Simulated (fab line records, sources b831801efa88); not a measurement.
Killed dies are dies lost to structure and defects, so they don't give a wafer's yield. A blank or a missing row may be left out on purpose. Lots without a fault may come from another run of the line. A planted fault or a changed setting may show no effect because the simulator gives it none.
fab line records | flow gf180mcu
record lots=5 wafers=15 last_day=34
route steps=602 shown M4@465 V4@476
lots that met no fault: from a run of the same line without faults
start_h: hours from the record's first day to the start of the lot's first wafer shown | wait_h: hours since the lot's step before | " the same as in the row above | L1.1+2: a row that stands for several wafers | - no value, or no start given | * or withheld: withheld | < > ~ a bound
route shown NAME@n: a module of which the file shows steps, and the number in the route of the first | usual: mean/standard deviation of fault-free wafers | same: alike in all rows | chamber/n: place in a boat | sites: the reading at each site | _std_site: their standard deviation | _edge_site: outer sites' mean less inner sites' | radius_mm: how far each site lies from the wafer's centre | mask NAME#n: copy n | behind: the tool/chamber that last shaped the wafer | hold: why the lot was held/for how many hours/how that ended | device: the transistor (n, p or np) that didn't switch | end of line: the same wafers' tests at the end of the route | a step without rows: its recipe alone | killed: dies lost to structure and defects at the first sort, not the wafer's yield | map: a wafer's dies, x killed, . not, _ none there
set.NAME: the setting as run; set.NAME@STEP: as run at that earlier step | model.NAME: the simulator's own value behind a step, which no gauge read
lots at some steps of the route; a table a step, a row a wafer
services: from which hour (start_h, from the record's first day; less than 0 if before it) a tool's chamber was out of use, for how many hours, and why
## steps
# step GF_M4_COAT_09
# recipe resist=KrF spin_rpm=withheld resist_thk_nm=1000
# usual dispense_pressure_kPa=53/3.5
# columns lot.wafer tool chamber start_h wait_h dispense_pressure_kPa
L085.1 litho_track-02 0 624.13 0.1 56
L085.3 " 0 " " 56
L085.5 " 0 " " 56
L088.2 litho_track-01 0 641.00 0.1 48
L088.5 " 0 " " 48
L088.6 " 0 " " 48
L092.3 litho_track-03 0 666.53 0.1 55
L092.5 " 0 " " 55
L092.6 " 0 " " 55
L094.2 litho_track-01 0 682.50 0.1 48
L094.4 " 0 " " 48
L094.5 " 0 " " 48
L097.3 litho_track-02 0 704.13 0.1 56
L097.5 " 0 " " 56
L097.6 " 0 " " 56
# step GF_M4_SOFTBAKE_10
# recipe temp_c=130 time_s=60 resist=KrF
# columns lot.wafer tool chamber start_h wait_h
L085.1+3+5 litho_track-02 0 624.28 0.1
L088.2+5+6 litho_track-01 0 641.15 0.1
L092.3+5+6 litho_track-03 0 666.68 0.1
L094.2+4+5 litho_track-01 0 682.65 0.1
L097.3+5+6 litho_track-02 0 704.28 0.1
# step GF_M4_EXPOSE_11
# recipe mask_id=Metal4 target_cd_nm=280 na=0.68 source_shape=conventional sigma_outer=0.6 dose_mj=28
# columns lot.wafer tool chamber start_h wait_h mask
L085.1+3+5 krf_scanner-02 0 - - Metal4#0
L088.2+5+6 krf_scanner-02 0 - - Metal4#0
L092.3+5+6 krf_scanner-02 0 - - Metal4#0
L094.2+4+5 krf_scanner-02 0 - - Metal4#0
L097.3+5+6 krf_scanner-01 0 - - Metal4#0
# step GF_M4_PEB_12
# recipe peb_temp_c=135 peb_time_s=90 resist=KrF
# columns lot.wafer tool chamber start_h wait_h
L085.1+3+5 litho_track-02 0 - -
L088.2+5+6 litho_track-03 0 - -
L092.3+5+6 litho_track-03 0 - -
L094.2+4+5 litho_track-01 0 - -
L097.3+5+6 litho_track-03 0 - -
# step GF_M4_DEVELOP_13
# recipe develop_time_s=60 dev_temp_c=21
# columns lot.wafer tool chamber start_h wait_h
L085.1+3+5 litho_track-02 0 634.38 0.2
L088.2+5+6 litho_track-03 0 651.10 0.2
L092.3+5+6 litho_track-03 0 676.18 0.1
L094.2+4+5 litho_track-01 0 692.25 0.2
L097.3+5+6 litho_track-03 0 712.88 0.1
# step GF_M4_CD_MEAS_14
# recipe target_cd_nm=280
# usual cd_nm=280.1/1
# columns lot.wafer tool chamber start_h wait_h cd_nm
L085.1 cd_sem-02 - 634.53 0.1 283.4
L085.3 " - " " 282.5
L085.5 " - " " 282.6
L088.2 cd_sem-02 - 651.25 0.1 279.8
L088.5 " - " " 280.2
L088.6 " - " " 280.5
L092.3 cd_sem-01 - 676.32 0.1 279.0
L092.5 " - " " 278.0
L092.6 " - " " 278.1
L094.2 cd_sem-02 - 692.39 0.1 280.9
L094.4 " - " " 278.9
L094.5 " - " " 281.2
L097.3 cd_sem-02 - 713.02 0.1 280.6
L097.5 " - " " 279.3
L097.6 " - " " 278.4
# step GF_M4_OVL_MEAS_15
# usual M4_OVL=1/6.4
# columns lot.wafer tool chamber start_h wait_h M4_OVL[nm]
L085.1 overlay-02 - 634.65 0.1 -12
L085.3 " - " " -9
L085.5 " - " " -9
L088.2 overlay-01 - 651.35 0.1 7
L088.5 " - " " 14
L088.6 " - " " 7
L092.3 overlay-01 - 676.41 0.1 6
L092.5 " - " " 4
L092.6 " - " " 8
L094.2 overlay-02 - 692.50 0.1 6
L094.4 " - " " 3
L094.5 " - " " 2
L097.3 overlay-02 - 713.11 0.1 5
L097.5 " - " " 9
L097.6 " - " " 6
# step GF_M4_METAL_ETCH_16
# recipe chemistry=Cl2/BCl3 mask_material=KrF target_depth_nm=627.5 stop_on=SiO2 pressure_mtorr=8 icp_w=800 bias_w=140 Cl2_flow_sccm=80 bcl3_flow_sccm=40 time_s=104.6
# usual chamber_pressure_mTorr=8.000/0.0085 drypump_motor_current_A=5.90/0.29 oes_product_au=0.972/0.0066 throttle_valve_pct=28.250/0.01
# columns lot.wafer tool chamber start_h wait_h chamber_pressure_mTorr drypump_motor_current_A oes_product_au rf_hours_counter_h throttle_valve_pct
L085.1 rie_metal-03 0 634.69 0.0 8.006 5.73 0.969 10 28.266
L085.3 " 1 " " 8.009 5.69 0.959 - 28.270
L085.5 " 1 " " 7.963 5.74 0.965 - 28.252
L088.2 rie_metal-03 0 651.38 0.0 8.023 5.71 0.970 10 28.254
L088.5 " 1 " " 7.994 5.68 0.979 - 28.252
L088.6 " 0 " " 8.000 5.73 0.989 - 28.248
L092.3 rie_metal-03 0 676.47 0.1 7.983 5.71 0.971 - 28.267
L092.5 " 0 " " 7.991 5.72 0.968 - 28.266
L092.6 " 1 " " 7.994 5.67 0.965 - 28.265
L094.2 rie_metal-03 1 692.53 0.0 8.018 5.75 0.975 9 28.246
L094.4 " 1 " " 8.001 5.72 0.971 - 28.248
L094.5 " 1 " " 7.994 5.73 0.966 - 28.263
L097.3 rie_metal-03 1 713.17 0.1 7.990 5.66 0.977 - 28.251
L097.5 " 0 " " 7.998 5.72 0.969 - 28.249
L097.6 " 1 " " 7.993 5.70 0.974 - 28.249
# step GF_M4_STRIP_17
# recipe chemistry=O2/N2 power_w=1400 pressure_mtorr=1500 platen_temp_c=250 o2_flow_sccm=3000 n2_flow_sccm=300 overash_fraction=0.5
# usual chamber_pressure_mTorr=1500.0/1.4 drypump_motor_current_A=5.8/0.46 heater_power_w=328/24 o2_flow_sccm=3002/8.2 oes_product_au=0.557/0.0048 strip_time_to_endpoint_s=7.87/0.051
# columns lot.wafer tool chamber start_h wait_h chamber_pressure_mTorr drypump_motor_current_A heater_power_w o2_flow_sccm oes_product_au rf_hours_counter_h strip_time_to_endpoint_s
L085.1 plasma_asher-03 0 634.80 0.1 1498.6 6.6 299 3003 0.563 104 7.87
L085.3 " 0 " " 1499.6 6.6 301 3001 0.562 - 7.91
L085.5 " 1 " " 1500.8 5.4 361 2995 0.562 - 7.91
L088.2 plasma_asher-03 0 651.50 0.1 1501.2 6.6 308 3002 0.561 106 7.91
L088.5 " 1 " " 1499.8 5.3 360 2995 0.562 - 7.96
L088.6 " 0 " " 1496.2 6.6 311 2999 0.549 - 7.91
L092.3 plasma_asher-01 0 676.58 0.1 1498.6 5.8 301 2998 0.552 - 7.85
L092.5 " 1 " " 1500.9 6.0 348 3009 0.555 - 7.80
L092.6 " 0 " " 1501.2 5.8 306 2990 0.559 - 7.92
L094.2 plasma_asher-01 0 692.64 0.1 1501.1 5.8 299 3018 0.558 58 7.90
L094.4 " 0 " " 1500.4 5.8 307 3026 0.561 - 7.93
L094.5 " 0 " " 1499.8 5.8 305 3014 0.559 - 7.92
L097.3 plasma_asher-01 1 713.28 0.1 1498.9 6.0 354 2999 0.562 - 7.82
L097.5 " 0 " " 1500.6 5.8 308 3009 0.553 - 7.80
L097.6 " 1 " " 1498.8 6.0 353 2986 0.559 - 7.84
# step GF_M4_STRIP_18
# recipe chemistry=post_etch_residue_remover time_s=1200 temp_c=72.5
# columns lot.wafer tool chamber start_h wait_h
L085.1+3+5 wet_bench-04 0 634.90 0.1
L088.2+5+6 wet_bench-04 1 651.60 0.1
L092.3+5+6 wet_bench-01 2 676.65 0.0
L094.2+4+5 wet_bench-01 1 692.74 0.1
L097.3+5+6 wet_bench-01 2 713.35 0.0
# step GF_M4_CLEAN_19
# recipe chemistry=DIW dry=n2_spin
# columns lot.wafer tool chamber start_h wait_h
L085.1+3+5 wet_bench-03 1 635.24 0.0
L088.2+5+6 wet_bench-01 1 651.97 0.0
L092.3+5+6 wet_bench-03 3 676.99 0.0
L094.2+4+5 wet_bench-04 1 693.08 0.0
L097.3+5+6 wet_bench-01 3 713.69 0.0
# step GF_V4_CVD_00
# recipe material=SiO2 target_thk_nm=600 sigma_open_frac=0.3 temp_c=400 time_s=100 sih4_flow_sccm=60 pressure_mtorr=6
# usual susceptor_temp_C=400.03/0.22
# columns lot.wafer tool chamber start_h wait_h susceptor_temp_C
L085.1 hdpcvd-01 2 635.34 0.0 400.13
L085.3 " 1 " " 399.90
L085.5 " 0 " " 399.93
L088.2 hdpcvd-02 2 652.06 0.0 400.32
L088.5 " 1 " " 400.21
L088.6 " 2 " " 400.22
L092.3 hdpcvd-02 1 677.08 0.0 399.89
L092.5 " 1 " " 399.78
L092.6 " 0 " " 399.91
L094.2 hdpcvd-01 1 693.17 0.0 399.89
L094.4 " 1 " " 399.97
L094.5 " 0 " " 399.43
L097.3 hdpcvd-02 0 713.78 0.0 399.90
L097.5 " 2 " " 399.89
L097.6 " 0 " " 399.95
# step GF_V4_THK_MEAS_01
# recipe reads=SiO2_of_V4_CVD_00
# usual V4_CVD_00_THK=603/6.1
# columns lot.wafer tool chamber start_h wait_h V4_CVD_00_THK[nm]
L085.1 film_metro-01 - 635.41 0.0 600
L085.3 " - " " 607
L085.5 " - " " 598
L088.2 film_metro-01 - 652.14 0.0 605
L088.5 " - " " 605
L088.6 " - " " 600
L092.3 film_metro-01 - 677.17 0.1 599
L092.5 " - " " 596
L092.6 " - " " 612
L094.2 film_metro-01 - 693.26 0.0 595
L094.4 " - " " 605
L094.5 " - " " 604
L097.3 film_metro-02 - 713.87 0.1 606
L097.5 " - " " 604
L097.6 " - " " 605
# step GF_V4_CVD_02
# recipe material=SiO2 target_thk_nm=850 precursor=TEOS temp_c=400 time_s=94.851 rf_w=600
# usual heater_power_w=622/110 susceptor_temp_C=399.97/0.21
# columns lot.wafer tool chamber start_h wait_h heater_power_w susceptor_temp_C
L085.1 pecvd-04 1 635.47 0.1 686 399.99
L085.3 " 0 " " 497 399.84
L085.5 " 2 " " 529 399.81
L088.2 pecvd-02 0 652.19 0.0 707 399.94
L088.5 " 2 " " 456 399.95
L088.6 " 0 " " 568 399.59
L092.3 pecvd-04 2 677.21 0.0 669 399.88
L092.5 " 0 " " 550 400.23
L092.6 " 1 " " 637 400.13
L094.2 pecvd-04 0 693.31 0.0 573 400.03
L094.4 " 0 " " 520 399.87
L094.5 " 0 " " 551 400.34
L097.3 pecvd-01 1 713.91 0.0 771 399.80
L097.5 " 0 " " 566 399.81
L097.6 " 1 " " 791 399.85
# step GF_V4_THK_MEAS_03
# recipe reads=SiO2_of_V4_CVD_02
# usual V4_CVD_02_THK=853/14
# columns lot.wafer tool chamber start_h wait_h V4_CVD_02_THK[nm]
L085.1 film_metro-04 - 635.54 0.0 858
L085.3 " - " " 830
L085.5 " - " " 856
L088.2 film_metro-02 - 652.27 0.0 834
L088.5 " - " " 853
L088.6 " - " " 851
L092.3 film_metro-04 - 677.30 0.1 828
L092.5 " - " " 847
L092.6 " - " " 871
L094.2 film_metro-01 - 693.49 0.1 841
L094.4 " - " " 856
L094.5 " - " " 847
L097.3 film_metro-04 - 714.00 0.1 854
L097.5 " - " " 855
L097.6 " - " " 862
# step GF_V4_CMP_04
# recipe material=SiO2 down_force_psi=4 platen_rpm=60 pad_velocity_m_s=0.94248
# usual motor_current_A=12.5/1.3 slurry_flow_ml_min=149.9/0.49 time_to_endpoint_s=85/7.3
# columns lot.wafer tool chamber start_h wait_h motor_current_A slurry_flow_ml_min time_to_endpoint_s
L085.1 cmp-02 3 635.70 0.1 14.2 149.9 85
L085.3 " 0 " " 14.0 149.4 73
L085.5 " 2 " " 12.6 149.8 80
L088.2 cmp-01 1 652.47 0.2 12.5 150.1 78
L088.6 " 2 " " 10.0 149.6 85
L088.5 " 3 " " 13.8 149.8 88
L092.3 cmp-02 1 677.58 0.3 11.0 150.9 74
L092.5 " 0 " " 13.7 150.4 83
L092.6 " 1 " " 11.1 149.8 90
L094.2 cmp-02 2 693.87 0.4 12.5 149.7 76
L094.4 " 3 " " 13.8 148.3 92
L094.5 " 1 " " 11.3 149.6 84
L097.3 cmp-01 1 714.14 0.1 13.0 150.0 88
L097.6 " 3 " " 13.4 149.1 96
L097.5 " 0 " " 12.6 150.7 81
# step GF_V4_BOW_MEAS_05
# recipe mode=bow
# usual V4_BOW=135/8.4
# columns lot.wafer tool chamber start_h wait_h V4_BOW[um]
L085.1 film_metro-04 - 635.90 0.1 131
L085.3 " - " " 142
L085.5 " - " " 138
L088.2 film_metro-01 - 652.64 0.1 135
L088.5 " - " " 130
L088.6 " - " " 127
L092.3 film_metro-01 - 677.87 0.2 135
L092.5 " - " " 135
L092.6 " - " " 131
L094.2 film_metro-04 - 694.09 0.2 119
L094.4 " - " " 128
L094.5 " - " " 132
L097.3 film_metro-01 - 714.38 0.2 150
L097.5 " - " " 141
L097.6 " - " " 143
# step GF_V4_DEHYDRATE_06
# recipe temp_c=200 time_s=60
# columns lot.wafer tool chamber start_h wait_h
L085.1+3+5 litho_track-04 0 645.22 9.3
L088.2+5+6 litho_track-03 0 661.65 9.0
L092.3+5+6 litho_track-03 0 686.68 8.8
L094.2+4+5 litho_track-04 0 702.74 8.6
L097.3+5+6 litho_track-03 0 722.18 7.8
# step GF_V4_HMDS_07
# recipe prime_time_s=60 prime_temp_c=120
# columns lot.wafer tool chamber start_h wait_h
L085.1+3+5 litho_track-04 0 645.37 0.1
L088.2+5+6 litho_track-03 0 661.80 0.1
L092.3+5+6 litho_track-03 0 686.83 0.1
L094.2+4+5 litho_track-04 0 702.89 0.1
L097.3+5+6 litho_track-03 0 722.33 0.1
# step GF_V4_COAT_08
# recipe resist=BARC temp_c=withheld time_s=withheld spin_rpm=withheld resist_thk_nm=withheld
# usual dispense_pressure_kPa=53.5/2.5
# columns lot.wafer tool chamber start_h wait_h dispense_pressure_kPa
L085.1 litho_track-04 0 645.52 0.1 53.5
L085.3 " 0 " " 53.5
L085.5 " 0 " " 53.5
L088.2 litho_track-03 0 661.95 0.1 55.3
L088.5 " 0 " " 55.3
L088.6 " 0 " " 55.3
L092.3 litho_track-03 0 686.98 0.1 55.3
L092.5 " 0 " " 55.3
L092.6 " 0 " " 55.3
L094.2 litho_track-04 0 703.04 0.1 53.5
L094.4 " 0 " " 53.5
L094.5 " 0 " " 53.5
L097.3 litho_track-03 0 722.48 0.1 55.3
L097.5 " 0 " " 55.3
L097.6 " 0 " " 55.3
# step GF_V4_COAT_09
# recipe resist=KrF spin_rpm=withheld resist_thk_nm=1000
# usual dispense_pressure_kPa=53.5/2.5
# columns lot.wafer tool chamber start_h wait_h dispense_pressure_kPa
L085.1 litho_track-04 0 - - 53.5
L085.3 " 0 " " 53.5
L085.5 " 0 " " 53.5
L088.2 litho_track-03 0 - - 55.3
L088.5 " 0 " " 55.3
L088.6 " 0 " " 55.4
L092.3 litho_track-03 0 - - 55.3
L092.5 " 0 " " 55.3
L092.6 " 0 " " 55.3
L094.2 litho_track-04 0 - - 53.5
L094.4 " 0 " " 53.5
L094.5 " 0 " " 53.5
L097.3 litho_track-03 0 - - 55.3
L097.5 " 0 " " 55.3
L097.6 " 0 " " 55.3
# step GF_V4_SOFTBAKE_10
# recipe temp_c=130 time_s=60 resist=KrF
# columns lot.wafer tool chamber start_h wait_h
L085.1+3+5 litho_track-04 0 - -
L088.2+5+6 litho_track-03 0 - -
L092.3+5+6 litho_track-03 0 - -
L094.2+4+5 litho_track-04 0 - -
L097.3+5+6 litho_track-03 0 - -
# step GF_V4_EXPOSE_11
# recipe mask_id=Via4 target_cd_nm=260 na=0.68 source_shape=conventional sigma_outer=0.6 dose_mj=38
# columns lot.wafer tool chamber start_h wait_h mask
L085.1+3+5 krf_scanner-01 0 - - Via4#0
L088.2+5+6 krf_scanner-01 0 - - Via4#0
L092.3+5+6 krf_scanner-02 0 - - Via4#0
L094.2+4+5 krf_scanner-02 0 - - Via4#0
L097.3+5+6 krf_scanner-02 0 - - Via4#0
# step GF_V4_PEB_12
# recipe peb_temp_c=135 peb_time_s=90 resist=KrF
# columns lot.wafer tool chamber start_h wait_h
L085.1+3+5 litho_track-01 0 - -
L088.2+5+6 litho_track-03 0 - -
L092.3+5+6 litho_track-04 0 - -
L094.2+4+5 litho_track-04 0 - -
L097.3+5+6 litho_track-04 0 - -
# step GF_V4_DEVELOP_13
# recipe develop_time_s=60 resist=KrF dev_temp_c=21
# columns lot.wafer tool chamber start_h wait_h
L085.1+3+5 litho_track-01 0 655.52 0.2
L088.2+5+6 litho_track-03 0 672.00 0.2
L092.3+5+6 litho_track-04 0 696.67 0.1
L094.2+4+5 litho_track-04 0 712.39 0.2
L097.3+5+6 litho_track-04 0 732.07 0.1
# step GF_V4_CD_MEAS_14
# recipe target_cd_nm=260
# usual cd_nm=259.9/1.1
# columns lot.wafer tool chamber start_h wait_h cd_nm
L085.1 cd_sem-01 - 655.67 0.1 260.7
L085.3 " - " " 260.5
L085.5 " - " " 260.8
L088.2 cd_sem-02 - 672.15 0.1 259.9
L088.5 " - " " 259.8
L088.6 " - " " 259.7
L092.3 cd_sem-01 - 696.81 0.1 261.0
L092.5 " - " " 260.2
L092.6 " - " " 260.7
L094.2 cd_sem-01 - 712.54 0.1 260.6
L094.4 " - " " 260.5
L094.5 " - " " 261.1
L097.3 cd_sem-02 - 732.21 0.1 260.2
L097.5 " - " " 260.5
L097.6 " - " " 261.1
# step GF_V4_OVL_MEAS_15
# usual V4_OVL=-2/4.6
# columns lot.wafer tool chamber start_h wait_h V4_OVL[nm]
L085.1 overlay-01 - 655.79 0.1 -1
L085.3 " - " " 4
L085.5 " - " " 0
L088.2 overlay-01 - 672.25 0.1 2
L088.5 " - " " -6
L088.6 " - " " -5
L092.3 overlay-02 - 696.90 0.1 -5
L092.5 " - " " -2
L092.6 " - " " -7
L094.2 overlay-01 - 712.64 0.1 1
L094.4 " - " " 0
L094.5 " - " " -5
L097.3 overlay-01 - 732.30 0.1 -4
L097.5 " - " " -7
L097.6 " - " " -8
# step GF_V4_ETCH_16
# recipe chemistry=N2/H2 target_depth_a=withheld overetch_a=withheld time_s=withheld target=BARC ion_energy_ev=200 source_w=500 bias_w=100 pressure_mtorr=30 n2_flow_sccm=100 h2_flow_sccm=200
# usual chamber_pressure_mTorr=30.00/0.034 drypump_motor_current_A=5.6/0.37 oes_product_au=0.854/0.0054 throttle_valve_pct=13.225/0.01
# columns lot.wafer tool chamber start_h wait_h chamber_pressure_mTorr drypump_motor_current_A oes_product_au throttle_valve_pct
L085.1 rie_diel-02 0 655.83 0.0 30.02 5.9 0.850 13.227
L085.3 " 3 " " 30.03 5.9 0.850 13.218
L085.5 " 2 " " 30.00 4.8 0.849 13.214
L088.2 rie_diel-04 1 672.28 0.0 29.97 6.2 0.853 13.202
L088.5 " 2 " " 29.98 5.2 0.856 13.227
L088.6 " 1 " " 30.01 6.2 0.849 13.221
L092.3 rie_diel-04 1 696.92 0.0 29.96 6.2 0.864 13.221
L092.5 " 3 " " 30.04 5.4 0.856 13.208
L092.6 " 0 " " 30.00 5.4 0.854 13.219
L094.2 rie_diel-03 2 712.67 0.0 30.03 6.1 0.861 13.236
L094.4 " 3 " " 30.06 5.5 0.862 13.231
L094.5 " 2 " " 30.01 6.1 0.857 13.229
L097.3 rie_diel-03 2 732.32 0.0 30.02 6.1 0.862 13.235
L097.5 " 3 " " 30.02 5.6 0.852 13.217
L097.6 " 2 " " 30.01 6.1 0.858 13.222
# step GF_V4_ETCH_17
# recipe chemistry=C4F8/O2/Ar mask_material=KrF target=SiO2 stop_on=TiN source_w=1500 bias_w=1200 pressure_mtorr=40 c4f8_flow_sccm=withheld O2_flow_sccm=6 Ar_flow_sccm=300 time_s=withheld target_depth_a=6300
# usual chamber_pressure_mTorr=40.00/0.037 oes_product_au=0.857/0.0044
# columns lot.wafer tool chamber start_h wait_h chamber_pressure_mTorr oes_product_au
L085.1 rie_diel-02 0 - - 40.01 0.860
L085.3 " 3 " " 40.02 0.859
L085.5 " 2 " " 40.02 0.858
L088.2 rie_diel-04 1 - - 39.97 0.858
L088.5 " 2 " " 39.97 0.859
L088.6 " 1 " " 40.00 0.861
L092.3 rie_diel-04 1 - - 40.01 0.855
L092.5 " 3 " " 39.97 0.851
L092.6 " 0 " " 40.02 0.852
L094.2 rie_diel-03 2 - - 39.97 0.861
L094.4 " 3 " " 40.03 0.863
L094.5 " 2 " " 40.00 0.858
L097.3 rie_diel-03 2 - - 40.03 0.854
L097.5 " 3 " " 39.95 0.856
L097.6 " 2 " " 39.97 0.858
# step GF_V4_STRIP_18
# recipe chemistry=O2/N2 power_w=1400 pressure_mtorr=1500 platen_temp_c=250 o2_flow_sccm=3000 n2_flow_sccm=300 overash_fraction=0.5
# usual chamber_pressure_mTorr=1500.0/1.4 drypump_motor_current_A=5.5/0.5 heater_power_w=332/27 o2_flow_sccm=3001/8.6 oes_product_au=0.594/0.005
# columns lot.wafer tool chamber start_h wait_h chamber_pressure_mTorr drypump_motor_current_A heater_power_w o2_flow_sccm oes_product_au rf_hours_counter_h
L085.1 plasma_asher-03 0 655.96 - 1502.1 6.6 314 2997 0.584 106
L085.3 " 0 " " 1500.8 6.6 300 3018 0.585 -
L085.5 " 0 " " 1499.0 6.6 308 3001 0.586 -
L088.2 plasma_asher-03 1 672.41 - 1498.4 5.3 361 2995 0.591 108
L088.5 " 0 " " 1499.1 6.6 311 3014 0.601 -
L088.6 " 1 " " 1498.6 5.4 360 2995 0.592 -
L092.3 plasma_asher-03 0 697.08 - 1499.3 6.6 297 3015 0.595 -
L092.5 " 0 " " 1499.5 6.6 315 2995 0.589 -
L092.6 " 1 " " 1500.0 5.4 360 3019 0.587 -
L094.2 plasma_asher-04 0 712.80 - 1499.6 5.4 320 2982 0.596 30
L094.4 " 0 " " 1501.7 5.3 324 2992 0.590 -
L094.5 " 0 " " 1498.7 5.4 309 2988 0.593 -
L097.3 plasma_asher-02 1 732.48 - 1500.0 5.2 306 2994 0.597 -
L097.5 " 1 " " 1504.2 5.2 316 2994 0.588 -
L097.6 " 0 " " 1499.0 5.2 340 3005 0.602 -
# step GF_V4_STRIP_19
# recipe chemistry=post_etch_residue_remover time_s=1200 temp_c=72.5
# columns lot.wafer tool chamber start_h wait_h
L085.1+3+5 wet_bench-02 0 656.06 0.1
L088.2+5+6 wet_bench-03 2 672.51 0.1
L092.3+5+6 wet_bench-04 0 697.15 0.0
L094.2+4+5 wet_bench-03 1 712.90 0.1
L097.3+5+6 wet_bench-04 3 732.55 0.0
# step GF_V4_CLEAN_20
# recipe chemistry=DIW dry=n2_spin
# columns lot.wafer tool chamber start_h wait_h
L085.1+3+5 wet_bench-03 1 656.40 0.0
L088.2+5+6 wet_bench-04 3 672.85 0.0
L092.3+5+6 wet_bench-02 2 697.49 0.0
L094.2+4+5 wet_bench-04 1 713.27 0.0
L097.3+5+6 wet_bench-02 0 732.89 0.0
# step GF_V4_SPUTTER_21
# recipe material=Ti target_thk_nm=15 chamber_pressure_pa=5 power_w=2500 substrate_temp_c=200 time_s=80.02
# usual throttle_valve_pct=30.0/1.1
# columns lot.wafer tool chamber start_h wait_h throttle_valve_pct
L085.1 pvd_sputter-01 - 656.49 0.0 30.3
L085.3 " - " " 31.5
L085.5 " - " " 30.4
L088.2 pvd_sputter-01 - 672.95 0.0 29.6
L088.5 " - " " 31.4
L088.6 " - " " 30.4
L092.3 pvd_sputter-03 - 697.58 0.0 27.6
L092.5 " - " " 31.0
L092.6 " - " " 27.5
L094.2 pvd_sputter-04 - 713.37 0.0 31.5
L094.4 " - " " 29.3
L094.5 " - " " 31.6
L097.3 pvd_sputter-04 - 732.98 0.0 30.0
L097.5 " - " " 30.1
L097.6 " - " " 31.5
# step GF_V4_SPUTTER_22
# recipe material=TiN target_thk_nm=10 chamber_pressure_pa=5 power_w=4000 time_s=40
# usual throttle_valve_pct=30.0/1.1
# columns lot.wafer tool chamber start_h wait_h throttle_valve_pct
L085.1 pvd_sputter-01 - 656.55 0.0 30.4
L085.3 " - " " 31.7
L085.5 " - " " 30.5
L088.2 pvd_sputter-01 - 673.01 0.0 29.7
L088.5 " - " " 31.5
L088.6 " - " " 30.5
L092.3 pvd_sputter-03 - 697.64 0.0 27.6
L092.5 " - " " 31.1
L092.6 " - " " 27.3
L094.2 pvd_sputter-04 - 713.43 0.0 31.5
L094.4 " - " " 28.8
L094.5 " - " " 32.0
L097.3 pvd_sputter-04 - 733.04 0.0 30.5
L097.5 " - " " 30.1
L097.6 " - " " 31.3
# step GF_V4_CVD_23
# recipe material=W target_thk_nm=350 time_s=104.9 temp_c=400 pressure_torr=40
# usual heater_power_w=859/77 susceptor_temp_C=399.99/0.2
# columns lot.wafer tool chamber start_h wait_h heater_power_w susceptor_temp_C
L085.1 cvd_w-01 0 656.59 0.0 763 400.03
L085.3 " 0 " " 758 399.83
L085.5 " 1 " " 876 399.98
L088.2 cvd_w-01 1 673.05 0.0 898 399.77
L088.5 " 0 " " 762 399.83
L088.6 " 1 " " 853 400.23
L092.3 cvd_w-01 1 697.72 0.1 862 400.13
L092.5 " 0 " " 785 399.66
L092.6 " 1 " " 870 400.14
L094.2 cvd_w-01 1 713.51 0.1 876 399.99
L094.4 " 1 " " 859 400.07
L094.5 " 1 " " 850 400.35
L097.3 cvd_w-01 1 733.12 0.1 884 400.46
L097.5 " 0 " " 765 400.13
L097.6 " 1 " " 851 400.45
# step GF_V4_RS_MEAS_24
# recipe thk_meas_gauge=four-point-probe reads=W_of_V4_CVD_23+TiN_of_V4_SPUTTER_22+Ti_of_V4_SPUTTER_21
# usual V4_W_RS=0.326/0.0042
# columns lot.wafer tool chamber start_h wait_h V4_W_RS[ohm/sq]
L085.1 film_metro-01 - 656.70 0.1 0.329
L085.3 " - " " 0.328
L085.5 " - " " 0.328
L088.2 film_metro-04 - 673.18 0.1 0.321
L088.5 " - " " 0.328
L088.6 " - " " 0.324
L092.3 film_metro-02 - 697.84 0.1 0.321
L092.5 " - " " 0.328
L092.6 " - " " 0.322
L094.2 film_metro-01 - 713.72 0.2 0.322
L094.4 " - " " 0.323
L094.5 " - " " 0.322
L097.3 film_metro-02 - 733.24 0.1 0.325
L097.5 " - " " 0.332
L097.6 " - " " 0.328
# step GF_V4_THK_MEAS_25
# recipe thk_meas_gauge=xrf reads=W_of_V4_CVD_23
# usual V4_W_THK=348/4.7
# columns lot.wafer tool chamber start_h wait_h V4_W_THK[nm]
L085.1 film_metro-01 - 656.82 0.1 346
L085.3 " - " " 348
L085.5 " - " " 349
L088.2 film_metro-04 - 673.29 0.1 357
L088.5 " - " " 347
L088.6 " - " " 351
L092.3 film_metro-02 - 697.94 0.1 349
L092.5 " - " " 340
L092.6 " - " " 346
L094.2 film_metro-01 - 713.83 0.1 355
L094.4 " - " " 353
L094.5 " - " " 353
L097.3 film_metro-02 - 733.34 0.1 341
L097.5 " - " " 335
L097.6 " - " " 341
# step GF_V4_CMP_26
# recipe stop_on=SiO2 down_force_psi=3.5 platen_rpm=60 t_overpolish_s=15 target_thk_nm=0 pad_velocity_m_s=0.94248
# usual motor_current_A=11.4/1.2 overpolish_run_s=15.000/0.0094 slurry_flow_ml_min=149.9/0.5 time_to_endpoint_s=88/5.2
# columns lot.wafer tool chamber start_h wait_h motor_current_A overpolish_run_s slurry_flow_ml_min time_to_endpoint_s
L085.3 cmp-01 2 656.93 0.1 9.8 15.005 150.2 89
L085.1 " 0 " " 11.6 15.001 150.0 78
L085.5 " 1 " " 11.3 14.992 150.0 88
L088.2 cmp-02 1 673.44 0.1 10.5 15.001 150.3 93
L088.5 " 3 " " 12.7 15.005 150.1 97
L088.6 " 0 " " 12.5 14.997 149.8 92
L092.3 cmp-02 2 698.08 0.1 11.1 15.005 149.4 89
L092.5 " 0 " " 13.1 15.004 149.3 91
L092.6 " 1 " " 9.9 15.012 149.9 94
L094.2 cmp-02 2 713.93 0.1 11.1 15.012 149.6 89
L094.4 " 3 " " 12.7 15.008 149.6 95
L094.5 " 1 " " 10.7 14.998 150.5 89
L097.3 cmp-01 0 733.38 0.0 12.4 14.978 149.9 83
L097.5 " 0 " " 12.3 15.010 150.1 82
L097.6 " 1 " " 11.0 15.006 149.5 86
## services
# columns tool chamber start_h hours kind
krf_scanner-01 - 600.90 1.0 pm
plasma_asher-01 - 603.34 15.6 pm
cmp-02 - 610.37 0.2 repair
plasma_asher-03 - 610.44 0.4 repair
hdpcvd-02 - 621.26 1.8 repair
krf_scanner-01 - 624.89 1.3 pm
krf_scanner-02 - 627.38 12.8 repair
hdpcvd-02 - 635.29 0.3 repair
pvd_sputter-01 - 639.09 2.1 repair
krf_scanner-01 - 640.19 0.8 pm
pecvd-04 - 653.07 2.2 repair
krf_scanner-02 - 653.68 0.8 pm
rie_diel-04 2 674.09 4.3 repair
cmp-01 - 677.16 2.2 repair
rie_diel-04 3 683.81 7.0 repair
pecvd-04 1 687.94 6.2 repair
cmp-01 - 691.63 4.7 pm
pvd_sputter-01 - 694.86 0.5 repair
cmp-01 - 697.78 7.3 pm
krf_scanner-01 - 700.13 1.0 repair
plasma_asher-03 - 702.67 2.8 pm
cmp-02 - 703.38 1.9 repair
cvd_w-01 0 707.85 16.6 repair
pvd_sputter-01 - 728.90 8.3 repair
## key
fault none
